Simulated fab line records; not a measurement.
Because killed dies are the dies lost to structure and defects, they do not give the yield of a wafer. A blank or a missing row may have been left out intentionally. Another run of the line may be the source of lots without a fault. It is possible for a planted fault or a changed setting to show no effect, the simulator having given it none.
What tool caused it? | flow sky130 | Sampling: 13 lots, 39 wafers, 3 of 708 route steps

== WHAT THE GAUGES READ, wafer by wafer ==
SKY_METAL3_CD_MEAS_13: the cd target is 300 nm.
lot  | measured     | on        | cd-nm (nm)
L654 | day 38 13:25 | cd-sem-02 | 302.1 301.7 301.9
L656 | day 39 01:40 | cd-sem-02 | 301.3 302.9 300.3
L657 | day 39 10:20 | cd-sem-02 | 300.2 298.5 298.9
L658 | day 39 14:49 | cd-sem-02 | 299.0 299.1 298.9
L659 | day 39 20:34 | cd-sem-02 | 301.4 302.8 300.8
L660 | day 41 09:54 | cd-sem-02 | 300.1 298.8 300.9
L663 | day 41 14:15 | cd-sem-02 | 301.1 300.7 301.4
L665 | day 41 22:04 | cd-sem-01 | 300.0 297.7 301.4
L671 | day 43 11:00 | cd-sem-02 | 297.2 296.2 296.5
L672 | day 43 19:23 | cd-sem-02 | 297.7 298.0 297.9
L673 | day 43 20:52 | cd-sem-02 | 298.7 299.8 298.6
L674 | day 44 10:31 | cd-sem-02 | 302.0 300.9 300.5
L677 | day 44 21:25 | cd-sem-01 | 296.3 298.6 296.4

SKY_CAP2M_THK_MEAS_01.
lot  | measured     | on            | CAP2M_CVD_00_THK (nm)
L654 | day 39 20:41 | film-metro-01 | 15.40 15.55 15.48
L656 | day 40 11:07 | film-metro-01 | 15.31 15.29 15.50
L657 | day 40 18:11 | film-metro-01 | 15.52 15.58 15.95
L658 | day 40 22:49 | film-metro-04 | 15.41 15.39 15.80
L659 | day 41 01:48 | film-metro-04 | 15.53 15.59 15.60
L660 | day 42 12:53 | film-metro-03 | 15.43 15.25 15.75
L663 | day 42 17:27 | film-metro-01 | 15.77 15.71 15.71
L665 | day 43 01:17 | film-metro-03 | 15.33 15.65 15.85
L671 | day 44 13:31 | film-metro-01 | 15.63 15.79 16.04
L672 | day 44 21:25 | film-metro-04 | 15.36 15.29 15.42
L673 | day 44 22:54 | film-metro-01 | 15.19 15.74 15.82
L674 | day 45 11:47 | film-metro-01 | 15.85 15.64 15.75
L677 | day 45 23:28 | film-metro-01 | 15.32 15.46 15.52

== TOOL THAT RAN EACH LOT (tool first, then ch and the chambers of the sampled wafers, then the start) ==
lot  | SKY_METAL4_SPUTTER_01
L654 | pvd-sputter-03, day 39 20:31
L656 | pvd-sputter-04, day 40 10:58
L657 | pvd-sputter-03, day 40 18:02
L658 | pvd-sputter-01, day 40 22:40
L659 | pvd-sputter-01, day 41 01:37
L660 | pvd-sputter-04, day 42 12:44
L663 | pvd-sputter-03, day 42 17:16
L665 | pvd-sputter-01, day 43 01:07
L671 | pvd-sputter-04, day 44 13:20
L672 | pvd-sputter-03, day 44 21:16
L673 | pvd-sputter-03, day 44 22:44
L674 | pvd-sputter-01, day 45 11:37
L677 | pvd-sputter-01, day 45 23:19
- SKY_METAL4_SPUTTER_01: material TiN, target thk 20 nm, time 16.7 s.

== AS READ BY THE TOOLS THEMSELVES (means over the sampled wafers that have a number; for cases with no such wafer, the mark the record gives instead) ==
SKY_METAL4_SPUTTER_01.
lot  | tool           | throttle-valve-pct (%)
L654 | pvd-sputter-03 | 30.0
L656 | pvd-sputter-04 | 28.8
L657 | pvd-sputter-03 | 30.1
L658 | pvd-sputter-01 | 30.0
L659 | pvd-sputter-01 | 29.8
L660 | pvd-sputter-04 | 29.4
L663 | pvd-sputter-03 | 30.4
L665 | pvd-sputter-01 | 30.7
L671 | pvd-sputter-04 | 30.0
L672 | pvd-sputter-03 | 30.4
L673 | pvd-sputter-03 | 30.5
L674 | pvd-sputter-01 | 29.8
L677 | pvd-sputter-01 | 30.0

== THE ANSWER, worked out from the rows above alone ==
Rule: usual is defined by the lots themselves. The widest of any qualifying gaps counts: lots, ordered by their means at a reading, are off when they make up no more than a third of the lots, leave a main group of 4 or more, and stand apart from it by 3 or more times the standard deviation of that group's means. The tables above print the reading to a certain number of digits; a main group whose means all agree to those digits is not used. A lot without any number at a reading at which 4 lots or more have one is off too. The other lots that the step has rows for count as sound. The gauges are gone through in route order, then the tools' own readings, and for those a lot's mean is taken as printed above. The first step at which some lot is off is used, and at that step the reading that is off furthest; a lot without a number counts as furthest.
No lot is off at any reading shown: from this, nothing can be told.

== WHAT THE SIMULATOR HAD INSERTED ==
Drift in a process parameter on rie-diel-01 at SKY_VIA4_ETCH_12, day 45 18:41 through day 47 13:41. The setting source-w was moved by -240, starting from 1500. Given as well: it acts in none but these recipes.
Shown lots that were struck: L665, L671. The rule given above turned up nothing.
